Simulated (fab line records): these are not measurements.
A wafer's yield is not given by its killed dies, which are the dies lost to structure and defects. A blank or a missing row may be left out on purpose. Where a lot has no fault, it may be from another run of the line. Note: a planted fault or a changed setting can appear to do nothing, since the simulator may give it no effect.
What tool caused it? :: flow sky130 :: 14 lots with 42 wafers sampled at 4 steps, on a route of 708 steps

WHAT THE GAUGES SHOWED, per wafer
The record holds no reading of a measuring or inspecting step that can be judged against a usual standard deviation.

TOOL THAT RAN EACH LOT (tool first, then ch and the chambers of the sampled wafers, then the start)
lot: L215
SKY_METAL4_SPUTTER_02: pvd_sputter-03, day 40 05:31
SKY_METAL4_SPUTTER_03: pvd_sputter-03, day 40 05:33
SKY_METAL4_DEVELOP_12: litho_track-02 ch 0, day 42 07:00
SKY_VIA4_CMP_02: cmp-02 ch 2,3, day 42 09:12

lot: L217
SKY_METAL4_SPUTTER_02: pvd_sputter-01, day 40 17:37
SKY_METAL4_SPUTTER_03: pvd_sputter-01, day 40 17:40
SKY_METAL4_DEVELOP_12: litho_track-01 ch 0, day 42 18:00
SKY_VIA4_CMP_02: cmp-01 ch 0,1,3, day 42 20:16

lot: L219
SKY_METAL4_SPUTTER_02: pvd_sputter-02, day 41 04:17
SKY_METAL4_SPUTTER_03: pvd_sputter-02, day 41 04:20
SKY_METAL4_DEVELOP_12: litho_track-02 ch 0, day 43 04:00
SKY_VIA4_CMP_02: cmp-01 ch 0,1,2, day 43 05:47

lot: L223
SKY_METAL4_SPUTTER_02: pvd_sputter-03, day 42 11:07
SKY_METAL4_SPUTTER_03: pvd_sputter-03, day 42 11:10
SKY_METAL4_DEVELOP_12: litho_track-01, day 44 09:00
SKY_VIA4_CMP_02: -

lot: L224
SKY_METAL4_SPUTTER_02: pvd_sputter-01, day 42 17:18
SKY_METAL4_SPUTTER_03: pvd_sputter-01, day 42 17:20
SKY_METAL4_DEVELOP_12: litho_track-01, day 44 13:00
SKY_VIA4_CMP_02: -

lot: L225
SKY_METAL4_SPUTTER_02: pvd_sputter-03, day 43 04:19
SKY_METAL4_SPUTTER_03: pvd_sputter-03, day 43 04:21
SKY_METAL4_DEVELOP_12: litho_track-04 ch 0, day 45 00:00
SKY_VIA4_CMP_02: cmp-02 ch 0,2,3, day 45 02:01

lot: L230
SKY_METAL4_SPUTTER_02: pvd_sputter-03, day 44 13:06
SKY_METAL4_SPUTTER_03: pvd_sputter-03, day 44 13:08
SKY_METAL4_DEVELOP_12: litho_track-02 ch 0, day 46 08:00
SKY_VIA4_CMP_02: cmp-02 ch 2,3, day 46 09:56

lot: L231
SKY_METAL4_SPUTTER_02: pvd_sputter-03, day 44 18:38
SKY_METAL4_SPUTTER_03: pvd_sputter-03, day 44 18:40
SKY_METAL4_DEVELOP_12: litho_track-04 ch 0, day 46 12:00
SKY_VIA4_CMP_02: cmp-02 ch 0,1,3, day 46 14:26

lot: L232
SKY_METAL4_SPUTTER_02: pvd_sputter-03, day 45 06:44
SKY_METAL4_SPUTTER_03: pvd_sputter-03, day 45 06:47
SKY_METAL4_DEVELOP_12: litho_track-04 ch 0, day 47 01:00
SKY_VIA4_CMP_02: cmp-01 ch 2,3, day 47 03:28

lot: L233
SKY_METAL4_SPUTTER_02: pvd_sputter-03, day 45 10:13
SKY_METAL4_SPUTTER_03: pvd_sputter-03, day 45 10:15
SKY_METAL4_DEVELOP_12: litho_track-01 ch 0, day 47 04:00
SKY_VIA4_CMP_02: cmp-02 ch 0,1,3, day 47 06:00

lot: L234
SKY_METAL4_SPUTTER_02: pvd_sputter-02, day 45 12:58
SKY_METAL4_SPUTTER_03: pvd_sputter-02, day 45 13:00
SKY_METAL4_DEVELOP_12: litho_track-02 ch 0, day 47 06:00
SKY_VIA4_CMP_02: cmp-02 ch 1,2, day 47 08:14

lot: L236
SKY_METAL4_SPUTTER_02: pvd_sputter-01, day 45 21:35
SKY_METAL4_SPUTTER_03: pvd_sputter-01, day 45 21:37
SKY_METAL4_DEVELOP_12: litho_track-04 ch 0, day 47 14:00
SKY_VIA4_CMP_02: cmp-02 ch 1,3, day 47 15:57

lot: L237
SKY_METAL4_SPUTTER_02: pvd_sputter-03, day 46 09:56
SKY_METAL4_SPUTTER_03: pvd_sputter-03, day 46 09:59
SKY_METAL4_DEVELOP_12: litho_track-02 ch 0, day 48 03:00
SKY_VIA4_CMP_02: cmp-02 ch 0,1, day 48 06:02

lot: L238
SKY_METAL4_SPUTTER_02: pvd_sputter-02, day 46 12:07
SKY_METAL4_SPUTTER_03: pvd_sputter-02, day 46 12:09
SKY_METAL4_DEVELOP_12: litho_track-04 ch 0, day 48 04:00
SKY_VIA4_CMP_02: cmp-01 ch 0,1,3, day 48 07:56
- SKY_METAL4_SPUTTER_02: material AlCu, target thk 735 nm, time 39.1 s.
- SKY_METAL4_SPUTTER_03: material Ti, target thk 5 nm, time 3.3 s.
- SKY_METAL4_DEVELOP_12: develop time 60 s.
- SKY_VIA4_CMP_02: polishes SiO2.

WHAT THE TOOLS THEMSELVES READ (means of the sampled wafers that have a number; where no wafer has one, the mark that the record gives instead)
SKY_METAL4_SPUTTER_02. Usual: throttle_valve_pct 29.7 %, standard deviation 1.1.
lot: L215
tool: pvd_sputter-03
throttle_valve_pct (%): 29.5
flag: 

lot: L217
tool: pvd_sputter-01
throttle_valve_pct (%): 29.7
flag: 

lot: L219
tool: pvd_sputter-02
throttle_valve_pct (%): 30.3
flag: 

lot: L223
tool: pvd_sputter-03
throttle_valve_pct (%): 29.3
flag: 

lot: L224
tool: pvd_sputter-01
throttle_valve_pct (%): 29.0
flag: 

lot: L225
tool: pvd_sputter-03
throttle_valve_pct (%): 29.2
flag: 

lot: L230
tool: pvd_sputter-03
throttle_valve_pct (%): 29.5
flag: 

lot: L231
tool: pvd_sputter-03
throttle_valve_pct (%): 31.3
flag: 

lot: L232
tool: pvd_sputter-03
throttle_valve_pct (%): 29.5
flag: 

lot: L233
tool: pvd_sputter-03
throttle_valve_pct (%): 29.5
flag: 

lot: L234
tool: pvd_sputter-02
throttle_valve_pct (%): 29.3
flag: 

lot: L236
tool: pvd_sputter-01
throttle_valve_pct (%): 29.5
flag: 

lot: L237
tool: pvd_sputter-03
throttle_valve_pct (%): 30.0
flag: 

lot: L238
tool: pvd_sputter-02
throttle_valve_pct (%): 29.3
flag: 

SKY_METAL4_SPUTTER_03. Usual: throttle_valve_pct 29.7 %, standard deviation 1.1.
lot: L215
tool: pvd_sputter-03
throttle_valve_pct (%): 29.4
flag: 

lot: L217
tool: pvd_sputter-01
throttle_valve_pct (%): 29.7
flag: 

lot: L219
tool: pvd_sputter-02
throttle_valve_pct (%): 30.4
flag: 

lot: L223
tool: pvd_sputter-03
throttle_valve_pct (%): 29.5
flag: 

lot: L224
tool: pvd_sputter-01
throttle_valve_pct (%): 28.9
flag: 

lot: L225
tool: pvd_sputter-03
throttle_valve_pct (%): 29.6
flag: 

lot: L230
tool: pvd_sputter-03
throttle_valve_pct (%): 29.5
flag: 

lot: L231
tool: pvd_sputter-03
throttle_valve_pct (%): 31.3
flag: 

lot: L232
tool: pvd_sputter-03
throttle_valve_pct (%): 29.4
flag: 

lot: L233
tool: pvd_sputter-03
throttle_valve_pct (%): 29.5
flag: 

lot: L234
tool: pvd_sputter-02
throttle_valve_pct (%): 29.6
flag: 

lot: L236
tool: pvd_sputter-01
throttle_valve_pct (%): 29.6
flag: 

lot: L237
tool: pvd_sputter-03
throttle_valve_pct (%): 29.7
flag: 

lot: L238
tool: pvd_sputter-02
throttle_valve_pct (%): 29.4
flag: 

SKY_METAL4_DEVELOP_12. Usual: chill_plate_temp_C 22.99 C, standard deviation 0.097.
lot: L215
tool: litho_track-02
chill_plate_temp_C (C): 22.88
flag: 

lot: L217
tool: litho_track-01
chill_plate_temp_C (C): 23.02
flag: 

lot: L219
tool: litho_track-02
chill_plate_temp_C (C): 22.80
flag: 

lot: L223
tool: litho_track-01
chill_plate_temp_C (C): -
flag: OFF

lot: L224
tool: litho_track-01
chill_plate_temp_C (C): -
flag: OFF

lot: L225
tool: litho_track-04
chill_plate_temp_C (C): 23.08
flag: 

lot: L230
tool: litho_track-02
chill_plate_temp_C (C): 22.99
flag: 

lot: L231
tool: litho_track-04
chill_plate_temp_C (C): 23.03
flag: 

lot: L232
tool: litho_track-04
chill_plate_temp_C (C): 22.97
flag: 

lot: L233
tool: litho_track-01
chill_plate_temp_C (C): 22.96
flag: 

lot: L234
tool: litho_track-02
chill_plate_temp_C (C): 22.87
flag: 

lot: L236
tool: litho_track-04
chill_plate_temp_C (C): 23.06
flag: 

lot: L237
tool: litho_track-02
chill_plate_temp_C (C): 23.04
flag: 

lot: L238
tool: litho_track-04
chill_plate_temp_C (C): 22.99
flag: 

SKY_VIA4_CMP_02. Usual: motor_current_A 11.7 A, standard deviation 1.5.
lot: L215
tool: cmp-02
motor_current_A (A): 10.8
flag: 

lot: L217
tool: cmp-01
motor_current_A (A): 13.2
flag: 

lot: L219
tool: cmp-01
motor_current_A (A): 13.2
flag: 

lot: L225
tool: cmp-02
motor_current_A (A): 11.1
flag: 

lot: L230
tool: cmp-02
motor_current_A (A): 10.7
flag: 

lot: L231
tool: cmp-02
motor_current_A (A): 11.0
flag: 

lot: L232
tool: cmp-01
motor_current_A (A): 12.9
flag: 

lot: L233
tool: cmp-02
motor_current_A (A): 11.0
flag: 

lot: L234
tool: cmp-02
motor_current_A (A): 10.4
flag: 

lot: L236
tool: cmp-02
motor_current_A (A): 11.9
flag: 

lot: L237
tool: cmp-02
motor_current_A (A): 10.2
flag: 

lot: L238
tool: cmp-01
motor_current_A (A): 13.0
flag: 

THE ANSWER, worked out from the rows above alone
Rule: lot off if the mean of its wafers having a number is beyond 3 standard deviations from the usual mean. Also off: a lot with no number at a reading for which 4 or more lots have one. Where the step has rows for the other lots, those lots are counted as sound. The gauges are gone through in route order, then the tools' own readings, and for those a lot's mean is taken as printed above. The first step at which some lot is off is used, and at that step the reading that is off furthest; a lot without a number counts as furthest.
Off: L223, L224, at SKY_METAL4_DEVELOP_12 (chill_plate_temp_C). Without a number there: L223, L224.
A tool fits if, at that step or a process step before it, it ran every lot that is off, and no sound lot after the first of them. Not one of the candidates tried fits.

WHAT WAS PUT IN BY THE SIMULATOR
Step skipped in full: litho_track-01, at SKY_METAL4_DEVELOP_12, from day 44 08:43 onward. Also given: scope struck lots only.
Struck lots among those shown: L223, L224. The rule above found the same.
